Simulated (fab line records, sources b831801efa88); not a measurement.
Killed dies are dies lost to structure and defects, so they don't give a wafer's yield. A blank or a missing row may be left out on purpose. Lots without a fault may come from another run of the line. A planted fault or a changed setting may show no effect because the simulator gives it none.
fab line records | flow sky130 | part 1 of 2: steps 1 to 24 of 33
record lots=5 wafers=15 last_day=49
route steps=708 shown RES_XHIGH@340 SD_N@342 SD_P@359 SALICIDE@361 LI_CONTACT@362
lots that met no fault: from a run of the same line without faults
start_h: hours from the record's first day to the start of the lot's first wafer shown | wait_h: hours since the lot's step before | " the same as in the row above | L1.1+2: a row that stands for several wafers | - no value, or no start given | * or withheld: withheld | < > ~ a bound
route shown NAME@n: a module of which the file shows steps, and the number in the route of the first | usual: mean/standard deviation of fault-free wafers | same: alike in all rows | chamber/n: place in a boat | sites: the reading at each site | _std_site: their standard deviation | _edge_site: outer sites' mean less inner sites' | radius_mm: how far each site lies from the wafer's centre | mask NAME#n: copy n | behind: the tool/chamber that last shaped the wafer | hold: why the lot was held/for how many hours/how that ended | device: the transistor (n, p or np) that didn't switch | end of line: the same wafers' tests at the end of the route | a step without rows: its recipe alone | killed: dies lost to structure and defects at the first sort, not the wafer's yield | map: a wafer's dies, x killed, . not, _ none there
set.NAME: the setting as run; set.NAME@STEP: as run at that earlier step | model.NAME: the simulator's own value behind a step, which no gauge read
lots at some steps of the route; a table a step, a row a wafer
services: from which hour (start_h, from the record's first day; less than 0 if before it) a tool's chamber was out of use, for how many hours, and why
## steps
# step SKY_RES_XHIGH_STRIP_08
# recipe chemistry=O2/N2 power_w=1400 pressure_mtorr=1500 platen_temp_c=withheld o2_flow_sccm=3000 n2_flow_sccm=300 overash_fraction=0.5
# usual drypump_motor_current_A=5.4/0.41 o2_flow_sccm=2999/9.3 oes_product_au=0.711/0.0044 strip_time_to_endpoint_s=14.28/0.036
# columns lot.wafer tool chamber start_h wait_h drypump_motor_current_A o2_flow_sccm oes_product_au rf_hours_counter_h strip_time_to_endpoint_s
L075.4 plasma_asher-04 1 613.59 0.1 4.7 3008 0.714 - 14.25
L075.5 " 1 " " 4.7 3005 0.715 - 14.24
L075.6 " 0 " " 5.2 3014 0.706 - 14.24
L082.2 plasma_asher-01 1 698.71 0.1 6.0 2997 0.706 97 14.33
L082.3 " 0 " " 5.4 3002 0.722 - 14.30
L082.5 " 1 " " 6.0 3013 0.712 - 14.25
L088.1 plasma_asher-01 0 729.51 0.1 5.5 3010 0.711 101 14.23
L088.4 " 1 " " 6.0 3007 0.704 - 14.23
L088.5 " 1 " " 6.0 3006 0.704 - 14.25
L090.2 plasma_asher-01 0 746.81 0.1 5.4 3019 0.711 0 14.33
L090.4 " 1 " " 6.0 3007 0.716 - 14.33
L090.6 " 0 " " 5.5 3009 0.712 - 14.30
L095.1 plasma_asher-02 1 780.71 0.1 5.7 2996 0.710 35 14.23
L095.3 " 1 " " 5.7 3011 0.717 - 14.27
L095.6 " 0 " " 5.4 2992 0.711 - 14.28
# step SKY_RES_XHIGH_TW_MEAS_09
# usual RES_XHIGH_TW=1650/15
# columns lot.wafer tool chamber start_h wait_h RES_XHIGH_TW
L075.4 film_metro-03 - 613.69 0.1 1668
L075.5 " - " " 1656
L075.6 " - " " 1658
L082.2 film_metro-01 - 698.82 0.1 1630
L082.3 " - " " 1620
L082.5 " - " " 1625
L088.1 film_metro-03 - 729.61 0.1 1677
L088.4 " - " " 1675
L088.5 " - " " 1692
L090.2 film_metro-02 - 746.92 0.1 1654
L090.4 " - " " 1646
L090.6 " - " " 1651
L095.1 film_metro-02 - 780.81 0.1 1646
L095.3 " - " " 1648
L095.6 " - " " 1654
# step SKY_SD_N_DEHYDRATE_00
# recipe temp_c=200 time_s=60
# usual chill_plate_temp_C=23.00/0.1 exhaust_pa=44.9/0.77
# same time_s=60
# columns lot.wafer tool chamber start_h wait_h chill_plate_temp_C exhaust_pa
L075.4 litho_track-02 0 627.28 13.6 22.83 45.7
L075.5 " 0 " " 22.98 45.1
L075.6 " 0 " " 22.78 44.6
L082.2 litho_track-02 0 712.33 13.5 22.95 45.6
L082.3 " 0 " " 22.96 44.1
L082.5 " 0 " " 22.89 45.1
L088.1 litho_track-02 0 742.60 13.0 23.19 44.7
L088.4 " 0 " " 23.07 43.6
L088.5 " 0 " " 23.17 44.6
L090.2 litho_track-02 0 760.53 13.6 23.03 45.5
L090.4 " 0 " " 23.24 46.1
L090.6 " 0 " " 23.02 46.6
L095.1 litho_track-01 0 794.11 13.3 23.15 44.2
L095.3 " 0 " " 23.05 45.0
L095.6 " 0 " " 23.05 44.6
# step SKY_SD_N_HMDS_01
# recipe prime_time_s=60 prime_temp_c=120
# usual chill_plate_temp_C=23.00/0.12 exhaust_pa=45.0/0.92
# columns lot.wafer tool chamber start_h wait_h chill_plate_temp_C exhaust_pa
L075.4 litho_track-02 0 627.43 0.1 23.06 46.2
L075.5 " 0 " " 23.10 46.7
L075.6 " 0 " " 23.13 45.1
L082.2 litho_track-02 0 712.48 0.1 22.88 45.6
L082.3 " 0 " " 22.92 44.2
L082.5 " 0 " " 23.05 44.6
L088.1 litho_track-02 0 742.75 0.1 22.79 44.7
L088.4 " 0 " " 23.03 45.0
L088.5 " 0 " " 23.12 45.2
L090.2 litho_track-02 0 760.68 0.1 23.17 44.0
L090.4 " 0 " " 23.11 44.6
L090.6 " 0 " " 23.14 44.3
L095.1 litho_track-01 0 794.26 0.1 22.84 43.3
L095.3 " 0 " " 22.90 45.7
L095.6 " 0 " " 22.97 43.6
# step SKY_SD_N_COAT_02
# recipe resist=NOVOLAK spin_rpm=3000 resist_thk_nm=1140
# usual chill_plate_temp_C=23.00/0.099 exhaust_pa=44.9/0.72
# columns lot.wafer tool chamber start_h wait_h chill_plate_temp_C exhaust_pa
L075.4 litho_track-02 0 627.58 0.1 22.73 46.0
L075.5 " 0 " " 22.84 45.3
L075.6 " 0 " " 22.87 44.3
L082.2 litho_track-02 0 712.63 0.1 23.07 45.4
L082.3 " 0 " " 23.07 44.8
L082.5 " 0 " " 23.11 44.8
L088.1 litho_track-02 0 742.90 0.1 23.04 45.3
L088.4 " 0 " " 23.04 45.3
L088.5 " 0 " " 22.94 44.9
L090.2 litho_track-02 0 760.83 0.1 23.01 45.2
L090.4 " 0 " " 22.91 44.3
L090.6 " 0 " " 22.93 45.2
L095.1 litho_track-01 0 794.41 0.1 22.90 44.0
L095.3 " 0 " " 23.10 45.3
L095.6 " 0 " " 23.09 45.6
# step SKY_SD_N_SOFTBAKE_03
# recipe temp_c=90 time_s=60 resist=NOVOLAK
# usual chill_plate_temp_C=23.02/0.11 exhaust_pa=45.0/0.83
# same time_s=60
# columns lot.wafer tool chamber start_h wait_h chill_plate_temp_C exhaust_pa
L075.4 litho_track-02 0 627.73 0.1 23.01 44.6
L075.5 " 0 " " 23.02 46.0
L075.6 " 0 " " 23.09 46.7
L082.2 litho_track-02 0 712.78 0.1 22.99 44.5
L082.3 " 0 " " 23.04 44.6
L082.5 " 0 " " 23.17 45.1
L088.1 litho_track-02 0 743.05 0.1 23.08 43.6
L088.4 " 0 " " 23.01 44.5
L088.5 " 0 " " 23.01 44.5
L090.2 litho_track-02 0 760.98 0.1 22.98 45.6
L090.4 " 0 " " 22.83 45.6
L090.6 " 0 " " 23.01 46.6
L095.1 litho_track-01 0 794.56 0.1 23.17 45.5
L095.3 " 0 " " 23.29 46.0
L095.6 " 0 " " 23.05 44.4
# step SKY_SD_N_EXPOSE_04
# recipe mask_id=NSDM na=0.6 source_shape=conventional sigma_outer=0.6 polarization=unpolarized target_cd_nm=380 dose_mj=141
# columns lot.wafer tool chamber start_h wait_h mask
L075.4+5+6 iline_stepper-02 0 - - NSDM#0
L082.2+3+5 iline_stepper-01 0 - - NSDM#0
L088.1+4+5 iline_stepper-02 0 - - NSDM#0
L090.2+4+6 iline_stepper-01 0 - - NSDM#0
L095.1+3+6 iline_stepper-02 0 - - NSDM#0
# step SKY_SD_N_PEB_05
# recipe temp_c=withheld time_s=* resist=NOVOLAK
# usual chill_plate_temp_C=* exhaust_pa=45.0/0.94
# same time_s=*
# columns lot.wafer tool chamber start_h wait_h chill_plate_temp_C exhaust_pa
L075.4 litho_track-01 0 - - * 44.4
L075.5 " 0 " " * 46.1
L075.6 " 0 " " * 44.7
L082.2 litho_track-02 0 - - * 45.0
L082.3 " 0 " " * 45.4
L082.5 " 0 " " * 45.7
L088.1 litho_track-02 0 - - * 44.8
L088.4 " 0 " " * 44.6
L088.5 " 0 " " * 44.4
L090.2 litho_track-02 0 - - * 45.1
L090.4 " 0 " " * 44.1
L090.6 " 0 " " * 44.7
L095.1 litho_track-01 0 - - * 44.9
L095.3 " 0 " " * 45.5
L095.6 " 0 " " * 45.0
# step SKY_SD_N_DEVELOP_06
# recipe resist=NOVOLAK developer=TMAH develop_time_s=60 dev_temp_c=23
# usual chill_plate_temp_C=23.01/0.099 developer_temp_C=23.02/0.11 exhaust_pa=45.0/0.81
# columns lot.wafer tool chamber start_h wait_h chill_plate_temp_C developer_temp_C exhaust_pa
L075.4 litho_track-01 0 641.68 0.1 22.89 23.01 45.8
L075.5 " 0 " " 22.92 22.72 45.9
L075.6 " 0 " " 22.96 23.11 45.1
L082.2 litho_track-02 0 726.18 0.1 23.21 23.05 45.3
L082.3 " 0 " " 23.15 22.97 44.5
L082.5 " 0 " " 23.03 23.16 44.2
L088.1 litho_track-02 0 757.15 0.1 22.96 22.98 45.4
L088.4 " 0 " " 22.89 23.02 45.3
L088.5 " 0 " " 23.05 23.03 45.3
L090.2 litho_track-02 0 774.33 0.1 23.24 22.99 43.9
L090.4 " 0 " " 22.97 22.96 44.9
L090.6 " 0 " " 22.99 23.01 43.9
L095.1 litho_track-01 0 807.71 0.1 23.19 22.91 47.1
L095.3 " 0 " " 23.07 22.95 46.0
L095.6 " 0 " " 23.20 22.92 46.0
# step SKY_SD_N_CD_MEAS_07
# recipe target_cd_nm=380
# usual cd_nm=380.7/2.8
# columns lot.wafer tool chamber start_h wait_h cd_nm
L075.4 cd_sem-02 - 641.82 0.1 386.9
L075.5 " - " " 385.9
L075.6 " - " " 387.9
L082.2 cd_sem-02 - 726.35 0.1 377.1
L082.3 " - " " 377.6
L082.5 " - " " 378.0
L088.1 cd_sem-02 - 757.30 0.1 382.6
L088.4 " - " " 380.2
L088.5 " - " " 380.9
L090.2 cd_sem-02 - 774.47 0.1 379.9
L090.4 " - " " 378.6
L090.6 " - " " 377.9
L095.1 cd_sem-02 - 807.86 0.1 383.1
L095.3 " - " " 381.9
L095.6 " - " " 382.5
# step SKY_SD_N_OVL_MEAS_08
# usual SD_N_OVL=1.1/1.4
# columns lot.wafer tool chamber start_h wait_h SD_N_OVL[nm]
L075.4 overlay-02 - 641.90 0.1 2.3
L075.5 " - " " 0.7
L075.6 " - " " 2.2
L082.2 overlay-02 - 726.45 0.1 1.3
L082.3 " - " " 0.9
L082.5 " - " " 1.2
L088.1 overlay-02 - 757.42 0.1 2.2
L088.4 " - " " 2.1
L088.5 " - " " 1.4
L090.2 overlay-02 - 774.58 0.1 0.2
L090.4 " - " " 0.0
L090.6 " - " " 1.2
L095.1 overlay-02 - 807.98 0.1 3.8
L095.3 " - " " 5.2
L095.6 " - " " 3.5
# step SKY_SD_N_IMPLANT_09
# recipe species=As energy_kev=50 dose_cm2=4e+15 tilt_deg=0
# usual tilt_deg=0.000/0.019
# columns lot.wafer tool chamber start_h wait_h tilt_deg
L075.4 implanter-01 0 641.99 0.1 0.017
L075.5 " 0 " " 0.030
L075.6 " 0 " " 0.010
L082.2 implanter-04 0 726.51 0.0 0.025
L082.3 " 0 " " 0.013
L082.5 " 0 " " 0.014
L088.1 implanter-01 0 757.46 0.0 -0.023
L088.4 " 0 " " -0.002
L088.5 " 0 " " -0.004
L090.2 implanter-01 0 774.63 0.0 -0.031
L090.4 " 0 " " -0.021
L090.6 " 0 " " -0.029
L095.1 implanter-03 0 808.01 0.0 -0.010
L095.3 " 0 " " -0.003
L095.6 " 0 " " 0.033
# step SKY_SD_N_IMPLANT_10
# recipe species=P energy_kev=20 dose_cm2=1e+14 tilt_deg=0
# usual tilt_deg=0.001/0.019
# columns lot.wafer tool chamber start_h wait_h tilt_deg
L075.4 implanter-01 0 642.14 0.1 -0.004
L075.5 " 0 " " -0.010
L075.6 " 0 " " -0.016
L082.2 implanter-04 0 726.66 0.1 0.004
L082.3 " 0 " " -0.012
L082.5 " 0 " " -0.005
L088.1 implanter-01 0 757.61 0.1 -0.012
L088.4 " 0 " " 0.004
L088.5 " 0 " " -0.001
L090.2 implanter-01 0 774.78 0.1 0.011
L090.4 " 0 " " 0.002
L090.6 " 0 " " 0.010
L095.1 implanter-03 0 808.16 0.1 -0.013
L095.3 " 0 " " -0.004
L095.6 " 0 " " -0.040
# step SKY_SD_N_STRIP_11
# recipe chemistry=O2/N2 power_w=1400 pressure_mtorr=1500 platen_temp_c=withheld o2_flow_sccm=3000 n2_flow_sccm=300 overash_fraction=0.5
# usual drypump_motor_current_A=5.6/0.31 o2_flow_sccm=3001/8.9 oes_product_au=0.527/0.0045 strip_time_to_endpoint_s=22.54/0.04
# columns lot.wafer tool chamber start_h wait_h drypump_motor_current_A o2_flow_sccm oes_product_au rf_hours_counter_h strip_time_to_endpoint_s
L075.4 plasma_asher-02 1 642.25 0.1 5.7 3003 0.522 - 22.46
L075.5 " 1 " " 5.7 2990 0.533 - 22.55
L075.6 " 0 " " 5.5 2999 0.533 - 22.47
L082.2 plasma_asher-02 1 726.78 0.1 5.7 2995 0.521 29 22.49
L082.3 " 1 " " 5.7 2994 0.523 - 22.52
L082.5 " 0 " " 5.4 2987 0.529 - 22.60
L088.1 plasma_asher-04 0 757.76 0.1 5.2 3025 0.527 64 22.50
L088.4 " 1 " " 4.7 3010 0.532 - 22.50
L088.5 " 0 " " 5.2 3010 0.522 - 22.49
L090.2 plasma_asher-02 0 774.91 0.1 5.5 2993 0.529 34 22.59
L090.4 " 0 " " 5.4 3001 0.530 - 22.58
L090.6 " 0 " " 5.4 2999 0.526 - 22.56
L095.1 plasma_asher-03 0 808.31 0.1 6.0 3012 0.526 98 22.54
L095.3 " 0 " " 6.1 3011 0.532 - 22.54
L095.6 " 0 " " 6.0 3019 0.516 - 22.54
# step SKY_SD_N_TW_MEAS_12
# usual SD_N_TW=4015/47
# columns lot.wafer tool chamber start_h wait_h SD_N_TW
L075.4 film_metro-01 - 642.34 0.1 3964
L075.5 " - " " 3965
L075.6 " - " " 3984
L082.2 film_metro-01 - 726.89 0.1 3960
L082.3 " - " " 3958
L082.5 " - " " 3949
L088.1 film_metro-02 - 757.86 0.1 4018
L088.4 " - " " 4028
L088.5 " - " " 4029
L090.2 film_metro-03 - 775.02 0.1 4022
L090.4 " - " " 4050
L090.6 " - " " 4022
L095.1 film_metro-02 - 808.41 0.1 3998
L095.3 " - " " 3989
L095.6 " - " " 4002
# step SKY_SD_N_CLEAN_13
# recipe chemistry=SC1/SC2 mix=1:4:20 temp_c=70 time_s=150 dry=n2_spin
# usual bath_guard_temp_C=70.1/0.4
# same time_s=150
# columns lot.wafer tool chamber start_h wait_h bath_guard_temp_C
L075.4 wet_bench-01 2 642.37 0.0 69.4
L075.5 " 2 " " 69.5
L075.6 " 2 " " 69.6
L082.2 wet_bench-04 3 726.94 0.0 70.4
L082.3 " 3 " " 70.0
L082.5 " 3 " " 70.5
L088.1 wet_bench-04 0 757.92 0.1 69.7
L088.4 " 0 " " 70.1
L088.5 " 0 " " 69.9
L090.2 wet_bench-02 0 775.07 0.0 69.7
L090.4 " 0 " " 70.3
L090.6 " 0 " " 70.3
L095.1 wet_bench-01 0 808.47 0.1 70.5
L095.3 " 0 " " 70.8
L095.6 " 0 " " 70.1
# step SKY_SD_N_RTA_14
# recipe temp_c=1075 time_s=2 idle_temp_c=650 ramp_up_c_per_s=150 ramp_down_c_per_s=90 ambient=N2
# usual lamp_power_pct=15.74/0.055 wafer_temp_C_max=1078.2/1.5
# same time_s=2
# columns lot.wafer tool chamber start_h wait_h lamp_power_pct wafer_temp_C_max
L075.4 rtp_anneal-02 0 642.45 0.0 15.73 1077.4
L075.5 " 0 " " 15.62 1080.1
L075.6 " 0 " " 15.75 1077.7
L082.2 rtp_anneal-01 0 727.01 0.0 15.72 1078.5
L082.3 " 0 " " 15.77 1079.7
L082.5 " 0 " " 15.71 1079.9
L088.1 rtp_anneal-01 0 757.97 0.0 15.65 1077.2
L088.4 " 0 " " 15.75 1078.0
L088.5 " 0 " " 15.75 1077.0
L090.2 rtp_anneal-01 0 775.13 0.0 15.73 1077.4
L090.4 " 0 " " 15.70 1077.5
L090.6 " 0 " " 15.79 1079.8
L095.1 rtp_anneal-02 0 808.52 0.0 15.70 1078.0
L095.3 " 0 " " 15.72 1077.4
L095.6 " 0 " " 15.64 1078.1
# step SKY_SD_N_RS_MEAS_16
# recipe thk_meas_gauge=four-point-probe
# usual SD_N_RS=68.52/0.12
# columns lot.wafer tool chamber start_h wait_h SD_N_RS[ohm/sq]
L075.4 film_metro-02 - 642.66 0.1 68.44
L075.5 " - " " 68.51
L075.6 " - " " 68.73
L082.2 film_metro-03 - 727.20 0.1 68.46
L082.3 " - " " 68.39
L082.5 " - " " 68.37
L088.1 film_metro-03 - 758.15 0.1 68.67
L088.4 " - " " 68.42
L088.5 " - " " 68.58
L090.2 film_metro-03 - 775.32 0.1 68.39
L090.4 " - " " 68.43
L090.6 " - " " 68.57
L095.1 film_metro-03 - 808.70 0.1 68.53
L095.3 " - " " 68.25
L095.6 " - " " 68.36
# step SKY_SD_N_RS_MEAS_17
# recipe thk_meas_gauge=four-point-probe
# usual SD_P_RS=147.0/0.34
# columns lot.wafer tool chamber start_h wait_h SD_P_RS[ohm/sq]
L075.4 film_metro-02 - 642.78 0.1 147.2
L075.5 " - " " 147.2
L075.6 " - " " 147.5
L082.2 film_metro-03 - 727.32 0.1 147.1
L082.3 " - " " 146.7
L082.5 " - " " 146.8
L088.1 film_metro-03 - 758.27 0.1 146.5
L088.4 " - " " 146.7
L088.5 " - " " 146.8
L090.2 film_metro-03 - 775.44 0.1 146.3
L090.4 " - " " 146.6
L090.6 " - " " 146.5
L095.1 film_metro-03 - 808.82 0.1 146.9
L095.3 " - " " 146.9
L095.6 " - " " 146.4
# step SKY_SD_N_RS_MEAS_18
# recipe thk_meas_gauge=four-point-probe
# usual RES_XHIGH_RS=333.2/1.3
# columns lot.wafer tool chamber start_h wait_h RES_XHIGH_RS[ohm/sq]
L075.4 film_metro-02 - 642.90 0.1 332.5
L075.5 " - " " 332.2
L075.6 " - " " 333.7
L082.2 film_metro-03 - 727.44 0.1 333.3
L082.3 " - " " 333.5
L082.5 " - " " 333.6
L088.1 film_metro-03 - 758.39 0.1 335.9
L088.4 " - " " 334.0
L088.5 " - " " 334.9
L090.2 film_metro-03 - 775.56 0.1 333.1
L090.4 " - " " 334.0
L090.6 " - " " 333.5
L095.1 film_metro-03 - 808.94 0.1 333.4
L095.3 " - " " 334.5
L095.6 " - " " 332.0
# step SKY_SALICIDE_CLEAN_00
# recipe chemistry=HF-last time_s=30 dilution=100:1 dry=ipa_marangoni
# same time_s=30
# columns lot.wafer tool chamber start_h wait_h
L075.4+5+6 wet_bench-02 1 642.96 0.0
L082.2+3+5 wet_bench-03 1 727.54 0.1
L088.1+4+5 wet_bench-01 1 758.51 0.1
L090.2+4+6 wet_bench-02 0 775.66 0.1
L095.1+3+6 wet_bench-01 3 809.06 0.1
# step SKY_LI_CONTACT_HDPCVD_00
# recipe material=PSG target_thk_nm=930 sigma_open_frac=0.3 time_s=155 temp_c=600 sih4_flow_sccm=60 pressure_mtorr=6
# usual pressure_mtorr=6.001/0.011
# same time_s=155
# columns lot.wafer tool chamber start_h wait_h pressure_mtorr
L075.4 hdpcvd-01 0 643.03 0.1 6.009
L075.5 " 1 " " 6.002
L075.6 " 2 " " 6.003
L082.2 hdpcvd-01 1 727.56 0.0 6.018
L082.3 " 2 " " 6.003
L082.5 " 1 " " 6.004
L088.1 hdpcvd-02 1 758.53 0.0 6.006
L088.4 " 1 " " 6.013
L088.5 " 0 " " 6.004
L090.2 hdpcvd-01 2 775.68 0.0 5.986
L090.4 " 1 " " 5.988
L090.6 " 2 " " 5.992
L095.1 hdpcvd-02 1 809.07 0.0 5.998
L095.3 " 2 " " 6.004
L095.6 " 0 " " 6.009
# step SKY_LI_CONTACT_THK_MEAS_01
# recipe reads=PSG_of_LI_CONTACT_HDPCVD_00
# usual LI_CONTACT_HDPCVD_THK=932/8.5
# columns lot.wafer tool chamber start_h wait_h LI_CONTACT_HDPCVD_THK[nm]
L075.4 film_metro-01 - 643.11 0.0 933
L075.5 " - " " 935
L075.6 " - " " 930
L082.2 film_metro-02 - 727.67 0.1 932
L082.3 " - " " 921
L082.5 " - " " 932
L088.1 film_metro-01 - 758.63 0.1 939
L088.4 " - " " 934
L088.5 " - " " 936
L090.2 film_metro-02 - 775.79 0.1 936
L090.4 " - " " 941
L090.6 " - " " 934
L095.1 film_metro-02 - 809.18 0.1 946
L095.3 " - " " 929
L095.6 " - " " 943
# step SKY_LI_CONTACT_CMP_02
# recipe material=PSG down_force_psi=4 platen_rpm=60 pad_velocity_m_s=0.94248
# usual motor_current_A=12.3/1.7 time_to_endpoint_s=31.7/2.4
# columns lot.wafer tool chamber start_h wait_h motor_current_A time_to_endpoint_s
L075.4 cmp-01 3 643.19 0.1 11.2 32.0
L075.6 " 2 " " 12.4 29.2
L075.5 " 3 " " 11.7 32.0
L082.3 cmp-01 0 727.77 0.1 12.4 27.9
L082.2 " 2 " " 11.5 28.2
L082.5 " 0 " " 12.0 31.0
L088.4 cmp-02 2 758.74 0.1 11.3 30.3
L088.1 " 0 " " 16.3 32.0
L088.5 " 2 " " 10.8 30.4
L090.4 cmp-01 2 775.91 0.1 12.8 28.3
L090.2 " 0 " " 11.8 26.2
L090.6 " 2 " " 12.0 27.6
L095.3 cmp-01 2 809.24 0.0 12.8 31.2
L095.1 " 0 " " 11.8 31.7
L095.6 " 2 " " 12.5 33.5
